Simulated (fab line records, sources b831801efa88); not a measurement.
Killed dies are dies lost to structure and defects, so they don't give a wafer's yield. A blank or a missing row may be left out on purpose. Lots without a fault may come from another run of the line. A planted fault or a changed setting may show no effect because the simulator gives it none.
Chamber matching | flow gf180mcu | GF_V4_CMP_26 on cmp-01: 4 sister chambers
The step polishes, stops on SiO2, t overpolish 15 s, target thk 0 nm. 8 wafers are shown with their chamber, then 12 later ones without.

WAFERS WITH THEIR CHAMBER
wafer  | chamber | motor_current_A (A) | time_to_endpoint_s (s)
L084.6 | 1       | 9.1                 | 93
L085.1 | 2       | 12.0                | 91
L085.2 | 1       | 9.4                 | 90
L088.5 | 2       | 12.6                | 82
L093.3 | 0       | 9.9                 | 87
L094.2 | 3       | 13.3                | 96
L094.5 | 0       | 10.2                | 91
L094.6 | 3       | 13.3                | 96

WAFERS WITHOUT THEIR CHAMBER
wafer  | motor_current_A (A) | time_to_endpoint_s (s)
L095.1 | 13.2                | 91
L095.4 | 10.6                | 87
L095.5 | 10.0                | 85
L097.2 | 13.3                | 88
L097.3 | 10.1                | 88
L097.4 | 9.7                 | 82
L097.1 | 12.9                | 83
L097.5 | 9.8                 | 86
L097.6 | 12.8                | 82
L096.1 | 12.4                | 85
L096.2 | 10.3                | 86
L096.6 | 12.1                | 83

WHICH CHAMBER EACH WENT THROUGH
wafer  | from the rows above     | in truth
L095.1 | 3                       | 3
L095.4 | 0                       | 0
L095.5 | 0                       | 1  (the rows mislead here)
L097.2 | can't be placed: 3 or 2 | 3
L097.3 | 0                       | 0
L097.4 | can't be placed: 0 or 1 | 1
L097.1 | can't be placed: 2 or 3 | 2
L097.5 | can't be placed: 0 or 1 | 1
L097.6 | 2                       | 2
L096.1 | 2                       | 2
L096.2 | 0                       | 0
L096.6 | 2                       | 2
Placed correctly: 7 of 12. Can't be placed from these rows: 4 (the true chamber is among the candidates in 4). Placed wrongly: 1.
How it was worked out, from the rows above alone: a wafer's distance from a chamber is the root of the sum, over the readings, of the square of ((its reading less the chamber's mean) divided by the reading's scatter). The wafer belongs to the nearest chamber; if the next one is less than 2 further off, it can't be placed. A chamber's mean is the mean of its shown wafers. The scatter: the root of (the sum of the squares of (reading less its chamber's mean) over the shown wafers, divided by (wafers less chambers)).
